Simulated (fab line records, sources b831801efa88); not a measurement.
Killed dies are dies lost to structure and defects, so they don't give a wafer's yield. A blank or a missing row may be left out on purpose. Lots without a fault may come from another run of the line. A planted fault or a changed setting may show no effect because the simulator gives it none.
Which tool did it? | flow gf180mcu | 10 lots, 30 wafers sampled, at 4 steps of a route of 602

WHAT THE GAUGES READ, wafer by wafer
GF_PSD_TW_MEAS_11.
lot  | measured     | on            | PSD_TW
L424 | day 15 06:27 | film_metro-02 | 3164 3167 3166
L429 | day 17 02:34 | film_metro-01 | 3125 3136 3124
L430 | day 17 08:08 | film_metro-02 | 3181 3185 3176
L432 | day 18 02:43 | film_metro-01 | 3147 3124 3136
L433 | day 18 14:45 | film_metro-01 | 3143 3118 3123
L434 | day 19 04:41 | film_metro-02 | 3184 3171 3173
L437 | day 20 02:13 | film_metro-01 | 3112 3137 3115
L442 | day 21 14:28 | film_metro-01 | 2024 2039 2029
L443 | day 21 17:52 | film_metro-04 | 2072 2077 2089
L444 | day 22 04:49 | film_metro-04 | 3176 3184 3197

WHICH TOOL RAN EACH LOT (tool, then ch and the chambers of the sampled wafers, then the start)
lot  | GF_HV_LDD_STRIP_22                   | GF_PSD_IMPLANT_09               | GF_PSD_STRIP_10
L424 | plasma_asher-04 ch 0,1, day 11 17:10 | implanter-01 ch 0, day 15 06:12 | plasma_asher-01 ch 0,1, day 15 06:21
L429 | plasma_asher-04 ch 0,1, day 13 06:53 | implanter-04 ch 0, day 17 02:19 | plasma_asher-01 ch 0,1, day 17 02:28
L430 | plasma_asher-02 ch 0,1, day 13 12:52 | implanter-02 ch 0, day 17 07:54 | plasma_asher-01 ch 0,1, day 17 08:01
L432 | plasma_asher-03 ch 0,1, day 14 06:26 | implanter-01 ch 0, day 18 02:29 | plasma_asher-04 ch 0,1, day 18 02:36
L433 | plasma_asher-03 ch 1, day 14 17:09   | implanter-01 ch 0, day 18 14:30 | plasma_asher-02 ch 0,1, day 18 14:39
L434 | plasma_asher-03 ch 0,1, day 15 05:45 | implanter-01 ch 0, day 19 04:27 | plasma_asher-04 ch 0,1, day 19 04:34
L437 | plasma_asher-03 ch 0,1, day 16 00:56 | implanter-02 ch 0, day 20 01:58 | plasma_asher-01 ch 0,1, day 20 02:07
L442 | plasma_asher-02 ch 0,1, day 17 10:25 | implanter-02 ch 0, day 21 14:14 | plasma_asher-02 ch 0,1, day 21 14:21
L443 | plasma_asher-02 ch 0,1, day 17 14:01 | implanter-02 ch 0, day 21 17:37 | plasma_asher-04 ch 0,1, day 21 17:46
L444 | plasma_asher-03 ch 0,1, day 18 00:36 | implanter-01 ch 0, day 22 04:34 | plasma_asher-02 ch 0,1, day 22 04:43
- GF_HV_LDD_STRIP_22: strips in O2/N2.
- GF_PSD_IMPLANT_09
- GF_PSD_STRIP_10: strips in O2/N2.

THE ANSWER, worked out from the rows above alone
Rule: what is usual is taken from the lots themselves. Put in order of their means at a reading, lots are off if they are a third of the lots or fewer, leave a main group of 4 or more, and stand apart from it by a gap of 3 or more times the standard deviation of the main group's means; of several such gaps the widest counts. A main group whose means are all the same, to the digits that the tables above print for the reading, isn't used. A lot without any number at a reading at which 4 lots or more have one is off too. The other lots that the step has rows for count as sound.
Off: L442, L443, at GF_PSD_TW_MEAS_11 (PSD_TW). The main group: mean 3153, standard deviation 25.
A tool fits if, at a process step before that reading, it ran every lot that is off, and no sound lot after the first of them. The gauges at GF_PSD_TW_MEAS_11 are tried like those tools. Can't be told from this: 2 tools fit, plasma_asher-02 at GF_HV_LDD_STRIP_22, implanter-02 at GF_PSD_IMPLANT_09.

WHAT THE SIMULATOR HAD PUT IN
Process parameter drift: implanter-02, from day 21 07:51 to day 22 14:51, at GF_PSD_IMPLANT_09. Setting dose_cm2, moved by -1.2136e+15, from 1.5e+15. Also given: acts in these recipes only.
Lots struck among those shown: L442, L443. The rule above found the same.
